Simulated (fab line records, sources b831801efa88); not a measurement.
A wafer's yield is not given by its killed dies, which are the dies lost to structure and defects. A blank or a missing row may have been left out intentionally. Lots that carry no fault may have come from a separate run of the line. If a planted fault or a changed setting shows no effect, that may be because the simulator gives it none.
Which of the tools did it? + flow sky130 + 12 lots with 36 wafers sampled at 5 steps, on a route of 708 steps

== WHAT EACH GAUGE READ, for each wafer ==
The record holds no reading of a measuring or inspecting step that can be judged against a usual standard deviation.

== TOOL THAT RAN EACH LOT (tool first, then ch and the chambers of the sampled wafers, then the start) ==
| lot  | SKY_VIA2_CMP_24               | SKY_METAL3_STRIP_19                  | SKY_VIA3_SPUTTER_20          | SKY_METAL4_SPUTTER_04        | SKY_PAD_OPEN_PROBE_99   |
|------|-------------------------------|--------------------------------------|------------------------------|------------------------------|-------------------------|
| L785 | cmp-01 ch 0,1, day 36 05:31   | plasma-asher-01 ch 0,1, day 38 11:21 | pvd-sputter-04, day 39 14:02 | pvd-sputter-03, day 39 14:48 | prober-01, day 45 18:09 |
| L786 | cmp-02 ch 0,1,3, day 36 12:46 | plasma-asher-01 ch 0,1, day 38 18:31 | pvd-sputter-04, day 39 21:14 | pvd-sputter-03, day 39 22:00 | prober-02, day 45 22:36 |
| L788 | cmp-02 ch 0,2,3, day 37 08:07 | plasma-asher-04 ch 0,1, day 39 12:36 | pvd-sputter-01, day 40 15:40 | pvd-sputter-04, day 40 16:26 | prober-02, day 46 15:55 |
| L789 | cmp-01 ch 0,2,3, day 38 00:44 | plasma-asher-02 ch 0,1, day 40 03:13 | pvd-sputter-01, day 41 06:02 | pvd-sputter-04, day 41 06:48 | prober-01, day 47 03:10 |
| L790 | cmp-01 ch 0,1,3, day 38 03:55 | plasma-asher-04 ch 0,1, day 40 07:28 | pvd-sputter-04, day 41 10:28 | pvd-sputter-03, day 41 14:30 | prober-02, day 47 06:16 |
| L791 | cmp-01 ch 0,1,2, day 38 10:02 | plasma-asher-04 ch 0,1, day 40 12:58 | pvd-sputter-04, day 41 16:11 | pvd-sputter-04, day 41 16:57 | prober-01, day 47 12:50 |
| L792 | cmp-01 ch 1,2,3, day 38 10:59 | plasma-asher-04 ch 0,1, day 40 14:49 | pvd-sputter-04, day 41 18:05 | pvd-sputter-02, day 41 18:51 | prober-02, day 47 14:23 |
| L793 | cmp-01 ch 1,2, day 38 19:37   | plasma-asher-01 ch 0,1, day 40 22:54 | pvd-sputter-04, day 41 23:46 | pvd-sputter-02, day 42 00:52 | prober-01, day 47 17:41 |
| L800 | cmp-01 ch 1,2,3, day 40 17:23 | plasma-asher-01 ch 0,1, day 42 20:15 | pvd-sputter-04, day 43 20:45 | pvd-sputter-02, day 43 21:38 | prober-02, day 49 05:10 |
| L801 | cmp-01 ch 1,2,3, day 41 15:49 | plasma-asher-01 ch 0,1, day 43 16:09 | pvd-sputter-01, day 44 16:00 | pvd-sputter-04, day 44 16:46 | prober-01, day 49 19:24 |
| L802 | cmp-01 ch 0,1, day 42 05:35   | plasma-asher-01 ch 0,1, day 44 05:17 | pvd-sputter-02, day 45 04:20 | pvd-sputter-02, day 45 05:06 | prober-01, day 50 07:55 |
| L807 | cmp-02 ch 1,2,3, day 42 20:16 | plasma-asher-02 ch 0,1, day 44 19:10 | pvd-sputter-04, day 45 18:30 | pvd-sputter-03, day 45 19:16 | prober-01, day 50 17:39 |
- SKY_VIA2_CMP_24: polishes, stops on SiO2, t overpolish 20 s, target thk 0 nm.
- SKY_METAL3_STRIP_19: strips in O2/N2.
- SKY_VIA3_SPUTTER_20: material TiN, target thk 20 nm, time 80 s.
- SKY_METAL4_SPUTTER_04: material TiN, target thk 70 nm, time 58.3 s.
- SKY_PAD_OPEN_PROBE_99

== AS READ BY THE TOOLS THEMSELVES (means over the sampled wafers that have a number; for cases with no such wafer, the mark the record gives instead) ==
SKY_VIA2_CMP_24. Usual: motor-current-A 10.8 A, standard deviation 0.85; overpolish-run-s 20.000 s, standard deviation 0.01; slurry-flow-ml-min 150.1, standard deviation 0.45; time-to-endpoint-s 104 s, standard deviation 4.
| lot  | tool   | motor-current-A (A) | overpolish-run-s (s) | slurry-flow-ml-min | time-to-endpoint-s (s) | flag |
|------|--------|---------------------|----------------------|--------------------|------------------------|------|
| L785 | cmp-01 | 11.2                | 20.004               | 150.2              | 99                     |      |
| L786 | cmp-02 | 10.8                | 19.998               | 149.5              | 102                    |      |
| L788 | cmp-02 | 10.1                | 19.993               | 150.1              | 106                    |      |
| L789 | cmp-01 | 10.2                | 20.002               | 150.1              | 98                     |      |
| L790 | cmp-01 | 10.8                | 19.995               | 150.0              | 100                    |      |
| L791 | cmp-01 | 11.2                | 19.998               | 150.3              | 99                     |      |
| L792 | cmp-01 | 10.8                | 20.006               | 150.2              | 104                    |      |
| L793 | cmp-01 | 11.1                | 20.006               | 150.1              | 106                    |      |
| L800 | cmp-01 | 10.7                | 20.005               | 150.1              | 106                    |      |
| L801 | cmp-01 | 10.7                | 20.000               | 149.9              | 106                    |      |
| L802 | cmp-01 | 11.2                | 20.004               | 150.2              | 108                    |      |
| L807 | cmp-02 | 10.8                | 19.990               | 149.7              | 105                    |      |

SKY_METAL3_STRIP_19. Usual: drypump-motor-current-A 5.62 A, standard deviation 0.24; oes-product-au 0.500 a.u., standard deviation 0.0078; strip-time-to-endpoint-s 6.49 s, standard deviation 0.16.
| lot  | tool            | drypump-motor-current-A (A) | oes-product-au (a.u.) | strip-time-to-endpoint-s (s) | flag |
|------|-----------------|-----------------------------|-----------------------|------------------------------|------|
| L785 | plasma-asher-01 | 5.45                        | 0.498                 | 6.38                         |      |
| L786 | plasma-asher-01 | 5.47                        | 0.505                 | 6.57                         |      |
| L788 | plasma-asher-04 | 5.80                        | 0.493                 | 6.24                         |      |
| L789 | plasma-asher-02 | 5.49                        | 0.505                 | 6.65                         |      |
| L790 | plasma-asher-04 | 5.94                        | 0.503                 | 6.57                         |      |
| L791 | plasma-asher-04 | 5.82                        | 0.499                 | 6.43                         |      |
| L792 | plasma-asher-04 | 5.97                        | 0.496                 | 6.51                         |      |
| L793 | plasma-asher-01 | 5.46                        | 0.499                 | 6.48                         |      |
| L800 | plasma-asher-01 | 5.44                        | 0.494                 | 6.35                         |      |
| L801 | plasma-asher-01 | 5.48                        | 0.491                 | 6.29                         |      |
| L802 | plasma-asher-01 | 5.47                        | 0.497                 | 6.47                         |      |
| L807 | plasma-asher-02 | 5.47                        | 0.507                 | 6.56                         |      |

SKY_VIA3_SPUTTER_20. Usual: 30.5 % for throttle-valve-pct, sd 0.91.
| lot  | tool           | throttle-valve-pct (%) | flag |
|------|----------------|------------------------|------|
| L785 | pvd-sputter-04 | 30.9                   |      |
| L786 | pvd-sputter-04 | 31.1                   |      |
| L788 | pvd-sputter-01 | 30.5                   |      |
| L789 | pvd-sputter-01 | 30.1                   |      |
| L790 | pvd-sputter-04 | 30.8                   |      |
| L791 | pvd-sputter-04 | 31.2                   |      |
| L792 | pvd-sputter-04 | 31.1                   |      |
| L793 | pvd-sputter-04 | 30.6                   |      |
| L800 | pvd-sputter-04 | 29.8                   |      |
| L801 | pvd-sputter-01 | 30.6                   |      |
| L802 | pvd-sputter-02 | 30.5                   |      |
| L807 | pvd-sputter-04 | 31.7                   |      |

SKY_METAL4_SPUTTER_04. Usual: 30.5 % for throttle-valve-pct, sd 0.75.
| lot  | tool           | throttle-valve-pct (%) | flag |
|------|----------------|------------------------|------|
| L785 | pvd-sputter-03 | 30.5                   |      |
| L786 | pvd-sputter-03 | 30.4                   |      |
| L788 | pvd-sputter-04 | 30.2                   |      |
| L789 | pvd-sputter-04 | 30.2                   |      |
| L790 | pvd-sputter-03 | 30.7                   |      |
| L791 | pvd-sputter-04 | 30.7                   |      |
| L792 | pvd-sputter-02 | 30.3                   |      |
| L793 | pvd-sputter-02 | 30.9                   |      |
| L800 | pvd-sputter-02 | 30.3                   |      |
| L801 | pvd-sputter-04 | 30.6                   |      |
| L802 | pvd-sputter-02 | 30.3                   |      |
| L807 | pvd-sputter-03 | 30.3                   |      |

SKY_PAD_OPEN_PROBE_99. Usual: defect-limited-yield 82.3 %, standard deviation 1.9; killed_at_M0_to_M3 45, standard deviation 6.6; killed_at_M4_up 3.1, standard deviation 1.6; killed-at-contacts 24, standard deviation 5; killed-at-front-end 14, standard deviation 4.4; killed-at-other 0.3, standard deviation 0.58; killed-dies 87, standard deviation 9.2; killed-on-rim 17, standard deviation 3.6; killed-open 47, standard deviation 6.7; killed-short 40, standard deviation 6.4; sort_bin_3_pad_short 0.9 %, standard deviation 0.5; sort_bin_5_function 10.4 %, standard deviation 1.6; sort_bin_6_memory 6.4 %, standard deviation 1.1; sort-n-pass 405, standard deviation 9.1; sort-yield-pct 82.3 %, standard deviation 1.9.
| lot  | tool      | defect-limited-yield (%) | killed_at_M0_to_M3 | killed_at_M4_up | killed-at-contacts | killed-at-front-end | killed-at-other | killed-dies | killed-on-rim | killed-open | killed-short | sort_bin_3_pad_short (%) | sort_bin_5_function (%) | sort_bin_6_memory (%) | sort-n-pass | sort-yield-pct (%) | flag |
|------|-----------|--------------------------|--------------------|-----------------|--------------------|---------------------|-----------------|-------------|---------------|-------------|--------------|--------------------------|-------------------------|-----------------------|-------------|--------------------|------|
| L785 | prober-01 | 84.3                     | 38                 | 2.0             | 25                 | 11                  | 0.3             | 77          | 13            | 46          | 31           | 0.6                      | 9.1                     | 6.0                   | 415         | 84.3               |      |
| L786 | prober-02 | 82.2                     | 40                 | 3.7             | 27                 | 17                  | 0.0             | 87          | 19            | 45          | 42           | 0.7                      | 10.5                    | 6.6                   | 405         | 82.2               |      |
| L788 | prober-02 | 82.2                     | 46                 | 3.0             | 25                 | 13                  | 0.3             | 87          | 16            | 43          | 44           | 0.6                      | 10.7                    | 6.5                   | 405         | 82.2               |      |
| L789 | prober-01 | 82.4                     | 48                 | 3.0             | 22                 | 13                  | 0.3             | 86          | 15            | 52          | 34           | 0.9                      | 10.4                    | 6.2                   | 406         | 82.4               |      |
| L790 | prober-02 | 82.2                     | 43                 | 2.3             | 26                 | 16                  | 0.0             | 88          | 16            | 49          | 38           | 1.0                      | 10.9                    | 5.9                   | 404         | 82.2               |      |
| L791 | prober-01 | 82.5                     | 43                 | 3.7             | 27                 | 12                  | 0.0             | 86          | 20            | 47          | 39           | 0.9                      | 10.5                    | 6.1                   | 406         | 82.5               |      |
| L792 | prober-02 | 82.0                     | 53                 | 2.7             | 22                 | 11                  | 0.0             | 88          | 17            | 40          | 48           | 1.7                      | 9.2                     | 7.0                   | 404         | 82.0               |      |
| L793 | prober-01 | 83.8                     | 42                 | 2.7             | 21                 | 13                  | 0.0             | 79          | 16            | 43          | 36           | 0.6                      | 9.3                     | 6.2                   | 413         | 83.8               |      |
| L800 | prober-02 | 72.8                     | 88                 | 3.3             | 25                 | 17                  | 0.3             | 134         | 25            | 50          | 40           | 1.6                      | 16.7                    | 8.9                   | 358         | 72.8               | OFF  |
| L801 | prober-01 | 73.2                     | 96                 | 4.7             | 22                 | 9                   | 0.0             | 132         | 29            | 38          | 41           | 1.2                      | 16.6                    | 8.9                   | 360         | 73.2               | OFF  |
| L802 | prober-01 | 66.2                     | 131                | 3.0             | 21                 | 10                  | 0.7             | 166         | 35            | 40          | 32           | 2.1                      | 21.0                    | 10.6                  | 326         | 66.2               | OFF  |
| L807 | prober-01 | 81.4                     | 50                 | 2.7             | 25                 | 14                  | 0.0             | 91          | 17            | 51          | 40           | 0.5                      | 11.6                    | 6.4                   | 401         | 81.4               |      |

== THE ANSWER, worked out from the rows above alone ==
Rule: a lot counts as off when the mean over its wafers that have a number is more than 3 standard deviations away from the usual mean. A lot without any number at a reading at which 4 lots or more have one is off too. Any other lot the step has rows for is counted as sound. Order of review: gauges by route order, followed by the tools' own readings, for which a lot's mean as printed above is used. The first step at which some lot is off is used, and at that step the reading that is off furthest; a lot without a number counts as furthest.
Off at SKY_PAD_OPEN_PROBE_99 (killed_at_M0_to_M3): L800, L801, L802.
If a tool, at that step or one of the process steps before it, ran each lot that is off and ran no sound lot following the first of them, it fits. Can't be told from this: 2 tools fit, cmp-01 at SKY_VIA2_CMP_24, plasma-asher-01 at SKY_METAL3_STRIP_19.

== WHAT THE SIMULATOR HAD PUT IN ==
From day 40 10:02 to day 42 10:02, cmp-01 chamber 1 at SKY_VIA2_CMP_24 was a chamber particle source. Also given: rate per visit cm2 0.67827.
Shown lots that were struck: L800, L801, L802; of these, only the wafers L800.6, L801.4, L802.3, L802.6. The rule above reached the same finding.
